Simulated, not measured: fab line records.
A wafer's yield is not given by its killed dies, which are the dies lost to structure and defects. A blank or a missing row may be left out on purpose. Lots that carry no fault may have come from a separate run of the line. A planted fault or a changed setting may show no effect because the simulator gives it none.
Check for tools in common ; flow sky130 ; Sampled: 13 lots, 48 wafers

## WHY IT WAS OPENED
Of 13 lots, 3 have the reading VT_ADJUST_NCORE_TW flagged at SKY_VT_ADJUST_NCORE_TW_MEAS_11. Fault-free wafers read 220.6, with a standard deviation of 1.4.
Rule: a lot is flagged in two cases, either no wafer of it has a number, or all its wafers with numbers fall more than 4 standard deviations from that mean. The other lots count as sound.

lot;measured;on;VT_ADJUST_NCORE_TW, wafer by wafer;flag
L934;day 8 22:14;film-metro-03;219.4 218.5 217.7;
L936;day 9 08:38;film-metro-04;219.5 219.5 219.6;
L938;day 10 00:49;film-metro-04;222.0 222.1 221.9;
L940;day 10 13:01;film-metro-01;222.9 222.1 220.9;
L942;day 11 04:53;film-metro-03;218.1 219.1 218.7;
L943;day 11 12:59;film-metro-04;220.6 222.1 222.0;
L944;day 11 18:22;film-metro-01;222.2 221.7 222.1;
L945;day 12 03:41;film-metro-03;219.0 219.6 218.3;
L946;day 12 09:07;film-metro-04;270.8 271.1 270.7 272.3 270.6 270.3;FLAGGED
L951;day 14 05:12;film-metro-04;270.7 270.2 271.6 269.9 269.7 269.4;FLAGGED
L954;day 14 23:52;film-metro-04;269.7 270.0 271.1 268.6 269.4 270.2;FLAGGED
L955;day 15 01:45;film-metro-04;219.4 221.0 220.5;
L956;day 15 09:43;film-metro-01;220.4 221.3 221.9;
Average over the flagged lots: 270.4; offset from the usual +49.8, equal to +36 standard deviations.

## TOOL THAT RAN EACH LOT
The record keeps 1 process step preceding the reading, out of 708 steps on the route. In each cell: the tool, then ch and the chambers that the sampled wafers went through, then the start.
lot;flag;SKY_VT_ADJUST_NCORE_IMPLANT_09
L934;;implanter-04 ch 0, day 8 21:59
L936;;implanter-04 ch 0, day 9 08:23
L938;;implanter-02 ch 0, day 10 00:34
L940;;implanter-02 ch 0, day 10 12:46
L942;;implanter-02 ch 0, day 11 04:39
L943;;implanter-04 ch 0, day 11 12:45
L944;;implanter-02 ch 0, day 11 18:08
L945;;implanter-02 ch 0, day 12 03:26
L946;FLAGGED;implanter-04 ch 0, day 12 08:28
L951;FLAGGED;implanter-03 ch 0, day 14 04:39
L954;FLAGGED;implanter-04 ch 0, day 14 23:19
L955;;implanter-03 ch 0, day 15 01:31
L956;;implanter-03 ch 0, day 15 09:28
What the steps here do:
- SKY_VT_ADJUST_NCORE_IMPLANT_09
- SKY_VT_ADJUST_NCORE_TW_MEAS_11

## FLAGGED OVER TOTAL, TOOL BY TOOL (the gauges that took the reading come last)
step;tool;lots run;flagged;share of the flagged lots;sound lots run after its first flagged lot
SKY_VT_ADJUST_NCORE_IMPLANT_09;implanter-02;5;0;none;-
SKY_VT_ADJUST_NCORE_IMPLANT_09;implanter-03;3;1;some;2 (L955,L956)
SKY_VT_ADJUST_NCORE_IMPLANT_09;implanter-04;5;2;some;0
SKY_VT_ADJUST_NCORE_TW_MEAS_11;film-metro-01;3;0;none;-
SKY_VT_ADJUST_NCORE_TW_MEAS_11;film-metro-03;3;0;none;-
SKY_VT_ADJUST_NCORE_TW_MEAS_11;film-metro-04;7;3;all;1 (L955)

## WHAT THE TABLE PERMITS
In the table, 1 row covers all flagged lots: film-metro-04 at SKY_VT_ADJUST_NCORE_TW_MEAS_11.
- film-metro-04 at SKY_VT_ADJUST_NCORE_TW_MEAS_11 ran 7 lots, 3 of them flagged. Lots that were sound ran on it after the first flagged one (L955); a persistent fault on the entire tool would not allow that.
None of the table's rows ran every flagged lot and, after the first, no sound lot.

## WHAT HAD BEEN PUT IN BY THE SIMULATOR
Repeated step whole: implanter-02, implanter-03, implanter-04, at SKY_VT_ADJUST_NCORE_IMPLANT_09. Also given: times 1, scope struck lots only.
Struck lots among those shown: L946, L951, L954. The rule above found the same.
